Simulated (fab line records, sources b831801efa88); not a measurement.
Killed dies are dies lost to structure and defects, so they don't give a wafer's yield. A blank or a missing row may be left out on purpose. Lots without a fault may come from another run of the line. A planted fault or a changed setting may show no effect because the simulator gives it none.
Which tool did it? | flow gf180mcu | 24 lots, 72 wafers sampled, at 5 steps of a route of 602

WHAT THE GAUGES READ, wafer by wafer
GF_V4_THK_MEAS_03.
lot  | measured     | on            | V4_CVD_02_THK (nm)
L074 | day 23 14:35 | film_metro-02 | 846 844 831
L075 | day 23 20:27 | film_metro-02 | 842 855 844
L076 | day 24 13:54 | film_metro-04 | 834 830 842
L077 | day 24 20:17 | film_metro-03 | 843 848 844
L078 | day 25 01:33 | film_metro-03 | 840 839 850
L079 | day 25 07:13 | film_metro-03 | 842 854 844
L080 | day 25 21:52 | film_metro-03 | 815 837 842
L081 | day 26 01:05 | film_metro-02 | 863 857 857
L082 | day 26 15:13 | film_metro-02 | 863 863 870
L083 | day 26 19:37 | film_metro-03 | 850 848 845
L084 | day 27 01:33 | film_metro-04 | 856 863 871
L085 | day 27 12:39 | film_metro-02 | 852 869 857
L086 | day 27 19:07 | film_metro-02 | 855 846 863
L087 | day 28 00:52 | film_metro-02 | 837 856 844
L088 | day 28 12:33 | film_metro-03 | 835 830 847
L089 | day 28 12:46 | film_metro-04 | 851 842 832
L090 | day 28 19:21 | film_metro-02 | 838 846 837
L091 | day 29 01:55 | film_metro-04 | 828 828 840
L092 | day 29 09:06 | film_metro-04 | 855 847 873
L093 | day 29 17:26 | film_metro-03 | 834 853 863
L094 | day 29 23:37 | film_metro-02 | 860 846 858
L095 | day 30 10:07 | film_metro-03 | 836 848 862
L096 | day 30 10:46 | film_metro-02 | 836 856 846
L097 | day 30 15:26 | film_metro-04 | 844 852 866

GF_V5_CD_MEAS_14: target cd 260 nm.
lot  | measured     | on        | cd_nm (nm)
L074 | day 27 08:06 | cd_sem-01 | 260.6 259.2 259.7
L075 | day 27 13:08 | cd_sem-02 | 260.4 260.0 260.5
L076 | day 28 07:56 | cd_sem-02 | 260.7 259.2 260.1
L077 | day 28 10:27 | cd_sem-02 | 259.8 260.6 261.2
L078 | day 28 15:50 | cd_sem-02 | 261.0 260.3 260.9
L079 | day 28 20:32 | cd_sem-01 | 261.9 260.3 260.0
L080 | day 29 10:32 | cd_sem-02 | 260.2 258.9 259.2
L081 | day 29 13:44 | cd_sem-01 | 259.9 260.3 259.4
L082 | day 30 00:49 | cd_sem-02 | 260.1 258.8 260.2
L083 | day 30 06:16 | cd_sem-01 | 262.4 261.7 262.4
L084 | day 30 11:48 | cd_sem-01 | 259.4 258.6 259.6
L085 | day 30 20:09 | cd_sem-01 | 260.4 260.4 260.4
L086 | day 31 02:33 | cd_sem-01 | 261.2 257.9 259.2
L087 | day 31 09:02 | cd_sem-02 | 260.7 259.8 261.4
L088 | day 31 17:18 | cd_sem-02 | 260.8 260.5 262.0
L089 | day 31 18:02 | cd_sem-02 | 259.4 260.5 259.6
L090 | day 32 00:45 | cd_sem-02 | 260.2 259.6 258.8
L091 | day 32 06:19 | cd_sem-01 | 260.6 258.9 259.4
L092 | day 32 11:20 | cd_sem-02 | 259.3 259.5 258.4
L093 | day 33 02:17 | cd_sem-02 | 259.9 258.2 259.7
L094 | day 33 01:36 | cd_sem-02 | 260.6 261.1 261.2
L095 | day 33 10:11 | cd_sem-01 | 258.7 259.7 259.8
L096 | day 33 10:56 | cd_sem-01 | 259.5 259.9 259.2
L097 | day 33 15:18 | cd_sem-01 | 259.5 259.7 259.8

GF_TOP_METAL_CD_MEAS_14: target cd 440 nm.
lot  | measured     | on        | cd_nm (nm)
L074 | day 28 05:47 | cd_sem-02 | 438.4 438.2 438.5
L075 | day 28 10:50 | cd_sem-02 | 438.3 437.2 436.5
L076 | day 29 04:41 | cd_sem-02 | 442.3 442.6 441.9
L077 | day 29 07:09 | cd_sem-02 | 440.1 438.9 439.8
L078 | day 29 13:18 | cd_sem-01 | 436.7 437.2 437.2
L079 | day 29 17:15 | cd_sem-02 | 441.1 440.7 439.4
L080 | day 30 07:20 | cd_sem-01 | 436.6 436.5 437.5
L081 | day 30 09:50 | cd_sem-02 | 438.7 438.7 439.6
L082 | day 30 20:31 | cd_sem-02 | 438.7 440.3 440.5
L083 | day 31 01:56 | cd_sem-01 | 439.2 439.0 439.0
L084 | day 31 07:24 | cd_sem-02 | 438.5 438.8 439.4
L085 | day 31 14:57 | cd_sem-01 | 438.0 439.0 438.3
L086 | day 31 21:29 | cd_sem-01 | 432.4 435.1 434.9
L087 | day 32 03:44 | cd_sem-01 | 442.5 441.3 440.4
L088 | day 32 10:59 | cd_sem-02 | 437.6 441.4 441.0
L089 | day 32 12:23 | cd_sem-02 | 441.5 438.4 440.8
L090 | day 32 18:57 | cd_sem-01 | 440.0 438.1 438.5
L091 | day 33 00:33 | cd_sem-01 | 437.0 436.5 437.1
L092 | day 33 05:29 | cd_sem-01 | 435.8 436.3 436.9
L093 | day 33 19:36 | cd_sem-01 | 443.4 439.5 442.6
L094 | day 33 19:15 | cd_sem-01 | 437.9 440.4 438.7
L095 | day 34 03:50 | cd_sem-01 | 436.3 437.8 439.4
L096 | day 34 04:07 | cd_sem-02 | 436.9 437.4 438.9
L097 | day 34 08:13 | cd_sem-01 | 438.3 439.4 437.2

WHICH TOOL RAN EACH LOT (tool, then ch and the chambers of the sampled wafers, then the start)
lot  | GF_V2_CMP_26                  | GF_V3_SPUTTER_21
L074 | cmp-02 ch 0,2,3, day 20 10:49 | pvd_sputter-04, day 22 13:54
L075 | cmp-02 ch 0,1,3, day 20 18:28 | pvd_sputter-03, day 22 20:12
L076 | cmp-01 ch 0,2,3, day 21 12:24 | pvd_sputter-04, day 23 13:56
L077 | cmp-01 ch 2,3, day 21 19:47   | pvd_sputter-04, day 23 19:56
L078 | cmp-01 ch 0,1, day 22 00:38   | pvd_sputter-03, day 24 01:48
L079 | cmp-02 ch 0,1,3, day 22 07:50 | pvd_sputter-02, day 24 07:42
L080 | cmp-01 ch 1,2, day 22 23:05   | pvd_sputter-03, day 24 22:18
L081 | cmp-02 ch 1,2,3, day 23 01:55 | pvd_sputter-04, day 25 01:51
L082 | cmp-01 ch 0,1,3, day 23 16:40 | pvd_sputter-03, day 25 17:25
L083 | cmp-02 ch 0,1,2, day 23 21:40 | pvd_sputter-04, day 25 20:32
L084 | cmp-01 ch 1,2, day 24 05:26   | pvd_sputter-03, day 26 03:02
L085 | cmp-02 ch 0,3, day 24 18:43   | pvd_sputter-04, day 26 14:44
L086 | cmp-01 ch 0,2,3, day 24 23:48 | pvd_sputter-04, day 26 20:51
L087 | cmp-02 ch 0,1,2, day 25 06:27 | pvd_sputter-02, day 27 02:50
L088 | cmp-02 ch 0,1,2, day 25 18:38 | pvd_sputter-02, day 27 14:14
L089 | cmp-02 ch 0,2,3, day 25 18:53 | pvd_sputter-04, day 27 14:44
L090 | cmp-02 ch 0,1,3, day 26 02:12 | pvd_sputter-03, day 27 21:57
L091 | cmp-02 ch 1,2,3, day 26 10:02 | pvd_sputter-04, day 28 04:57
L092 | cmp-01 ch 1,2,3, day 26 16:51 | pvd_sputter-03, day 28 11:57
L093 | cmp-01 ch 0,3, day 27 01:58   | pvd_sputter-02, day 28 20:32
L094 | cmp-01 ch 1,2,3, day 27 08:49 | pvd_sputter-03, day 29 02:40
L095 | cmp-02 ch 1,2,3, day 27 19:33 | pvd_sputter-04, day 29 12:56
L096 | cmp-01 ch 0,1,3, day 27 20:26 | pvd_sputter-03, day 29 13:56
L097 | cmp-02 ch 0,1, day 28 01:14   | pvd_sputter-03, day 29 18:30
- GF_V2_CMP_26: polishes, stops on SiO2, t overpolish 15 s, target thk 0 nm.
- GF_V3_SPUTTER_21: material Ti, target thk 15 nm, time 80.02 s.

WHAT THE TOOLS THEMSELVES READ (means of the sampled wafers that have a number; where no wafer has one, the mark that the record gives instead)
GF_V2_CMP_26.
lot  | tool   | motor_current_A (A) | overpolish_run_s (s) | time_to_endpoint_s (s)
L074 | cmp-02 | 10.2                | 15.003               | 84.1
L075 | cmp-02 | 10.6                | 15.000               | 84.7
L076 | cmp-01 | 11.6                | 15.004               | 84.7
L077 | cmp-01 | 12.0                | 15.007               | 84.1
L078 | cmp-01 | 11.7                | 15.004               | 82.2
L079 | cmp-02 | 10.6                | 14.999               | 86.4
L080 | cmp-01 | 11.0                | 15.001               | 87.4
L081 | cmp-02 | 10.6                | 14.995               | 82.7
L082 | cmp-01 | 11.4                | 14.996               | 83.3
L083 | cmp-02 | 10.6                | 15.006               | 82.9
L084 | cmp-01 | 10.6                | 14.995               | 88.4
L085 | cmp-02 | 9.8                 | 15.004               | 84.2
L086 | cmp-01 | 11.6                | 15.001               | 86.3
L087 | cmp-02 | 10.7                | 14.993               | 86.1
L088 | cmp-02 | 10.8                | 14.994               | 85.1
L089 | cmp-02 | 9.9                 | 14.999               | 90.0
L090 | cmp-02 | 10.4                | 14.992               | 84.0
L091 | cmp-02 | 10.7                | 15.001               | 82.1
L092 | cmp-01 | 11.4                | 15.004               | 84.5
L093 | cmp-01 | 12.5                | 15.006               | 81.8
L094 | cmp-01 | 10.9                | 14.998               | 83.1
L095 | cmp-02 | 10.9                | 15.003               | 89.1
L096 | cmp-01 | 11.8                | 14.998               | 82.1
L097 | cmp-02 | 11.1                | 14.995               | 84.9

GF_V3_SPUTTER_21.
lot  | tool           | throttle_valve_pct (%)
L074 | pvd_sputter-04 | 30.3
L075 | pvd_sputter-03 | 29.9
L076 | pvd_sputter-04 | 30.5
L077 | pvd_sputter-04 | 30.2
L078 | pvd_sputter-03 | 30.6
L079 | pvd_sputter-02 | 30.3
L080 | pvd_sputter-03 | 30.1
L081 | pvd_sputter-04 | 30.6
L082 | pvd_sputter-03 | 30.3
L083 | pvd_sputter-04 | 30.6
L084 | pvd_sputter-03 | 30.5
L085 | pvd_sputter-04 | 30.6
L086 | pvd_sputter-04 | 30.3
L087 | pvd_sputter-02 | 30.8
L088 | pvd_sputter-02 | 30.8
L089 | pvd_sputter-04 | 30.1
L090 | pvd_sputter-03 | 30.7
L091 | pvd_sputter-04 | 30.3
L092 | pvd_sputter-03 | 30.4
L093 | pvd_sputter-02 | 30.3
L094 | pvd_sputter-03 | 30.4
L095 | pvd_sputter-04 | 30.8
L096 | pvd_sputter-03 | 30.7
L097 | pvd_sputter-03 | 30.2

THE ANSWER, worked out from the rows above alone
Rule: what is usual is taken from the lots themselves. Put in order of their means at a reading, lots are off if they are a third of the lots or fewer, leave a main group of 4 or more, and stand apart from it by a gap of 3 or more times the standard deviation of the main group's means; of several such gaps the widest counts. A main group whose means are all the same, to the digits that the tables above print for the reading, isn't used. A lot without any number at a reading at which 4 lots or more have one is off too. The other lots that the step has rows for count as sound. The gauges are gone through in route order, then the tools' own readings, and for those a lot's mean is taken as printed above. The first step at which some lot is off is used, and at that step the reading that is off furthest; a lot without a number counts as furthest.
No lot is off at any reading shown: from this, nothing can be told.

WHAT THE SIMULATOR HAD PUT IN
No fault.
